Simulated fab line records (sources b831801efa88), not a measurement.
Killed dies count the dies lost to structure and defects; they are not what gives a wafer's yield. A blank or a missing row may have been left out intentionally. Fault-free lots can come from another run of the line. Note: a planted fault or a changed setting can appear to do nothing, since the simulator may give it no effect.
fab line records ; flow sfq-line
[record] lots = 6; wafers = 18; last-day = 86
route steps=325 shown I7@309 M8@311
lots that met no fault: taken from a fault-free run of the same line
start-h: the number of hours between the record's first day and the start of the first shown wafer of the lot ; wait-h: how many hours have passed since the lot's step before this one ; " same as the row above ; L1.1+2: several wafers, shown together as one row ; - value missing, or start not given ; * or withheld: withheld ; < > ~ a bound
route shown NAME@n: names a module that has steps shown in the file, with the first one's number in the route ; usual: mean and standard deviation over wafers with no fault ; same: alike in all rows ; chamber/n: place in a boat ; sites: readings site by site ; _std_site: their standard deviation ; _edge_site: inner sites' mean taken away from outer sites' mean ; radius-mm: how far each site lies from the wafer's centre ; mask NAME#n: copy n ; behind: the last tool/chamber to shape the wafer ; hold: cause of the lot's hold/its duration in hours/its outcome ; device: the n, p or np transistor that did not switch ; end of line: the route-end tests of the same wafers ; a step given without rows: its recipe and nothing more ; killed: not the wafer's yield, but the dies lost to structure and defects at the first sort ; map: per-die view of a wafer (x killed, . not killed, _ where there is no die)
set.NAME: the setting as run; set.NAME@STEP: as run at that earlier step ; model.NAME: the simulator's own value behind a step, which no gauge read
lots at some steps of the route; a table a step, a row a wafer
services: a tool's chamber out of use, with start hour (start-h, from the record's first day; less than 0 if before it), hours out, and reason
[[steps]]
[step SFQ_TRILAYER_I7_VIA_STRIP_STRIP_191]
[recipe] gas = O2; power-w = 200; platen-temp-c = 40; overash-fraction = 0.65; chemistry = O2; pressure-mtorr = 50
[usual] drypump-motor-current-A = 5.6/0.41; he-backside-leak-sccm = 3.38/0.15; oes-product-au = 1.000/0.008
lot.wafer;tool;chamber;start-h;wait-h;drypump-motor-current-A;he-backside-leak-sccm;oes-product-au;rf-hours-counter-h
L905.1;rie-metal-04;1;1923.03;-;5.7;3.39;0.998;83
L905.2;rie-metal-04;0;1923.03;-;5.6;3.32;0.983;98
L905.3;rie-metal-04;0;1923.03;-;5.6;3.25;0.984;-
L906.4;rie-metal-04;1;1925.80;-;5.7;3.31;1.007;-
L906.5;rie-metal-04;0;1925.80;-;5.6;3.19;0.992;-
L906.6;rie-metal-04;1;1925.80;-;5.7;3.39;1.003;-
L917.1;rie-metal-01;0;2026.10;-;5.2;3.36;0.993;113
L917.4;rie-metal-01;0;2026.10;-;5.2;3.51;0.989;-
L917.6;rie-metal-01;0;2026.10;-;5.2;3.36;0.992;-
L919.1;rie-metal-03;1;2032.10;-;4.8;3.51;0.996;31
L919.2;rie-metal-03;0;2032.10;-;6.2;3.67;1.001;80
L919.5;rie-metal-03;0;2032.10;-;6.2;3.55;1.004;-
L922.2;rie-metal-03;1;2047.70;-;4.8;3.39;0.993;34
L922.4;rie-metal-03;1;2047.70;-;4.8;3.37;1.002;-
L922.5;rie-metal-03;1;2047.70;-;4.8;3.42;0.990;-
L924.1;rie-metal-03;1;2051.30;-;4.8;3.28;0.993;35
L924.2;rie-metal-03;0;2051.30;-;6.2;3.65;1.004;84
L924.5;rie-metal-03;1;2051.30;-;4.8;3.47;0.997;-
[step SFQ_TRILAYER_I7_VIA_STRIP_SOLV_CLEAN_192]
[recipe] chemistry = NMP; temp-c = 70; time-s = 600
[step SFQ_TRILAYER_M8_LITHO_LOR_COAT_197]
[recipe] resist = lift-off; spin-rpm = 3000
[step SFQ_TRILAYER_M8_LITHO_LOR_BAKE_198]
[recipe] resist = lift-off; temp-c = withheld; time-s = withheld
[step SFQ_TRILAYER_M8_LITHO_COAT_193]
[recipe] resist = KrF; spin-rpm = 3000; resist-thk-nm = 600
[step SFQ_TRILAYER_M8_LITHO_SOFTBAKE_199]
[recipe] temp-c = withheld; time-s = withheld; resist = KrF
[step SFQ_TRILAYER_M8_LITHO_EXPOSE_194]
[recipe] mask-id = M8; na = 0.6; source-shape = conventional; sigma-outer = 0.65; target-cd-nm = 2000; dose-mj = 14.4
[step SFQ_TRILAYER_M8_LITHO_PEB_196]
[recipe] peb-temp-c = 115; peb-time-s = 60; resist = KrF
[step SFQ_TRILAYER_M8_LITHO_DEVELOP_195]
[recipe] img-clear-s = 15; time-s = 55; resist = KrF
[step SFQ_M8_OVL_MEAS_948]
[usual] M8_OVL = 3/5.7
lot.wafer;tool;chamber;start-h;wait-h;M8_OVL[nm]
L905.1;overlay-02;-;1930.04;0.1;-2
L905.2;overlay-02;-;1930.04;0.1;0
L905.3;overlay-02;-;1930.04;0.1;-9
L906.4;overlay-02;-;1931.26;0.1;11
L906.5;overlay-02;-;1931.26;0.1;10
L906.6;overlay-02;-;1931.26;0.1;5
L917.1;overlay-01;-;2034.30;0.1;12
L917.4;overlay-01;-;2034.30;0.1;4
L917.6;overlay-01;-;2034.30;0.1;11
L919.1;overlay-01;-;2040.30;0.1;-4
L919.2;overlay-01;-;2040.30;0.1;-2
L919.5;overlay-01;-;2040.30;0.1;-3
L922.2;overlay-01;-;2053.51;0.1;-2
L922.4;overlay-01;-;2053.51;0.1;5
L922.5;overlay-01;-;2053.51;0.1;2
L924.1;overlay-01;-;2058.30;0.1;0
L924.2;overlay-01;-;2058.30;0.1;0
L924.5;overlay-01;-;2058.30;0.1;-4
[step SFQ_TRILAYER_M8_DEP_EVAP_197]
[recipe] material = Ti; angular-spread-deg = 1; target-thk-nm = 20; time-s = 100; power-w = 2000
[step SFQ_TRILAYER_M8_DEP_EVAP_198]
[recipe] material = Pt; angular-spread-deg = 1; target-thk-nm = 50; time-s = 250; power-w = 2000
[step SFQ_TRILAYER_M8_DEP_EVAP_196]
[recipe] material = Au; angular-spread-deg = 1; target-thk-nm = 180; time-s = 900; power-w = 2000
lot.wafer;tool;chamber;start-h;wait-h;model.Au_of_TRILAYER_M8_DEP_EVAP_196.thk-nm
L905.1;pvd-sputter-02;-;1930.30;0.1;180.4
L905.2;pvd-sputter-02;-;1930.30;0.1;179.6
L905.3;pvd-sputter-02;-;1930.30;0.1;179
L906.4;pvd-sputter-01;-;1931.50;0.1;183.8
L906.5;pvd-sputter-01;-;1931.50;0.1;183.5
L906.6;pvd-sputter-01;-;1931.50;0.1;180.5
L917.1;pvd-sputter-02;-;2034.56;0.1;151.1
L917.4;pvd-sputter-02;-;2034.56;0.1;152.7
L917.6;pvd-sputter-02;-;2034.56;0.1;177.5
L919.1;pvd-sputter-02;-;2040.56;0.1;155.4
L919.2;pvd-sputter-02;-;2040.56;0.1;182.3
L919.5;pvd-sputter-02;-;2040.56;0.1;182.4
L922.2;pvd-sputter-01;-;2053.76;0.1;181.6
L922.4;pvd-sputter-01;-;2053.76;0.1;180.3
L922.5;pvd-sputter-01;-;2053.76;0.1;181.5
L924.1;pvd-sputter-01;-;2058.56;0.1;184.6
L924.2;pvd-sputter-01;-;2058.56;0.1;183
L924.5;pvd-sputter-01;-;2058.56;0.1;181.3
[step SFQ_M8_RS_MEAS_949]
[recipe] thk-meas-gauge = four-point-probe; reads = Au_of_TRILAYER_M8_DEP_EVAP_196+Pt_of_TRILAYER_M8_DEP_EVAP_198+Ti_of_TRILAYER_M8_DEP_EVAP_197
[usual] M8_AU_RS = 0.1536/0.0015
lot.wafer;tool;chamber;start-h;wait-h;M8_AU_RS[ohm/sq]
L905.1;film-metro-04;-;1930.82;0.3;0.1529
L905.2;film-metro-04;-;1930.82;0.3;0.1539
L905.3;film-metro-04;-;1930.82;0.3;0.1544
L906.4;film-metro-04;-;1932.08;0.3;0.1502
L906.5;film-metro-04;-;1932.08;0.3;0.1505
L906.6;film-metro-04;-;1932.08;0.3;0.1530
L917.1;film-metro-04;-;2035.08;0.3;0.1831
L917.4;film-metro-04;-;2035.08;0.3;0.1817
L917.6;film-metro-04;-;2035.08;0.3;0.1554
L919.1;film-metro-04;-;2041.08;0.3;0.1778
L919.2;film-metro-04;-;2041.08;0.3;0.1518
L919.5;film-metro-04;-;2041.08;0.3;0.1515
L922.2;film-metro-04;-;2054.30;0.3;0.1523
L922.4;film-metro-04;-;2054.30;0.3;0.1536
L922.5;film-metro-04;-;2054.30;0.3;0.1524
L924.1;film-metro-02;-;2059.08;0.3;0.1498
L924.2;film-metro-02;-;2059.08;0.3;0.1512
L924.5;film-metro-02;-;2059.08;0.3;0.1528
[step SFQ_M8_THK_MEAS_950]
[recipe] thk-meas-gauge = xrf; reads = Au_of_TRILAYER_M8_DEP_EVAP_196
[usual] M8_AU_THK = 180.0/2.6
lot.wafer;tool;chamber;start-h;wait-h;M8_AU_THK[nm]
L905.1;film-metro-04;-;1930.94;0.1;182.5
L905.2;film-metro-04;-;1930.94;0.1;182.6
L905.3;film-metro-04;-;1930.94;0.1;181.0
L906.4;film-metro-04;-;1932.17;0.1;186.6
L906.5;film-metro-04;-;1932.17;0.1;186.2
L906.6;film-metro-04;-;1932.17;0.1;183.5
L917.1;film-metro-04;-;2035.20;0.1;153.2
L917.4;film-metro-04;-;2035.20;0.1;154.3
L917.6;film-metro-04;-;2035.20;0.1;179.3
L919.1;film-metro-04;-;2041.20;0.1;157.7
L919.2;film-metro-04;-;2041.20;0.1;184.1
L919.5;film-metro-04;-;2041.20;0.1;184.1
L922.2;film-metro-04;-;2054.41;0.1;183.7
L922.4;film-metro-04;-;2054.41;0.1;182.2
L922.5;film-metro-04;-;2054.41;0.1;183.2
L924.1;film-metro-02;-;2059.20;0.1;183.4
L924.2;film-metro-02;-;2059.20;0.1;181.9
L924.5;film-metro-02;-;2059.20;0.1;179.9
[step SFQ_TRILAYER_M8_LIFTOFF_LIFTOFF_197]
[recipe] temp-c = 80; time-s = 600; chemistry = NMP
[step SFQ_M8_BOW_MEAS_951]
[recipe] mode = bow
[usual] M8_BOW = 9/8.9
lot.wafer;tool;chamber;start-h;wait-h;M8_BOW[um];model.etest.i7.link-ohm;model.etest.m8.ohm-sq
L905.1;film-metro-04;-;1931.17;0.0;14;1.06;0.1534
L905.2;film-metro-04;-;1931.17;0.0;2;1.046;0.1541
L905.3;film-metro-04;-;1931.17;0.0;11;1.055;0.1545
L906.4;film-metro-02;-;1932.43;0.1;-2;1.022;0.1505
L906.5;film-metro-02;-;1932.43;0.1;-4;1.023;0.1507
L906.6;film-metro-02;-;1932.43;0.1;18;1.034;0.1533
L917.1;film-metro-03;-;2035.47;0.0;6;1.081;0.1831
L917.4;film-metro-03;-;2035.47;0.0;5;1.075;0.1812
L917.6;film-metro-03;-;2035.47;0.0;6;1.043;0.1559
L919.1;film-metro-04;-;2041.44;0.0;6;1.055;0.178
L919.2;film-metro-04;-;2041.44;0.0;9;1.038;0.1518
L919.5;film-metro-04;-;2041.44;0.0;1;1.026;0.1517
L922.2;film-metro-03;-;2054.86;0.0;2;1.052;0.1524
L922.4;film-metro-03;-;2054.86;0.0;6;1.031;0.1534
L922.5;film-metro-03;-;2054.86;0.0;18;1.04;0.1525
L924.1;film-metro-04;-;2059.64;0.0;21;1.046;0.1498
L924.2;film-metro-04;-;2059.64;0.0;27;1.038;0.1512
L924.5;film-metro-04;-;2059.64;0.0;27;1.054;0.1526
[[services]]
tool;chamber;start-h;hours;kind
pvd-sputter-02;-;1933.42;1.7;repair
rie-metal-03;1;1972.25;12.9;repair
pvd-sputter-01;-;1993.88;0.8;repair
rie-metal-01;1;2020.88;-;clean
rie-metal-01;1;2020.88;18.0;scheduled-down
rie-metal-01;1;2020.88;18.0;vent-cycle
pvd-sputter-02;-;2043.46;1.5;repair
[[key]]
[first-sign] step = SFQ_M8_RS_MEAS_949; reading = M8_AU_RS; direction = up; sigmas = 18; usual = 0.1536; struck = 0.1809
[effect] step = SFQ_M8_THK_MEAS_950; reading = M8_AU_THK; direction = down; sigmas = 9.7; usual = 180.0; struck = 155.1
[model-effect] step = SFQ_TRILAYER_M8_DEP_EVAP_196; value = Au_of_TRILAYER_M8_DEP_EVAP_196.thk-nm; without = 179.4; struck = 153.1
[model-effect] step = SFQ_M8_BOW_MEAS_951; value = etest.i7.link-ohm; without = 1.043; struck = 1.07
met-at SFQ_TRILAYER_M8_DEP_EVAP_196
struck-wafers L917.1,L917.4,L919.1
onset-between 1930.30 2034.56
[fault] kind = process-parameter-drift; tool = pvd-sputter-02; chamber = -; onset-h = 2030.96; steps = SFQ_TRILAYER_M8_DEP_EVAP_196; channel = time-s; offset = *; shape = step; end-h = 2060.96; scope = struck-wafers-only; acts-in = *; stated = *
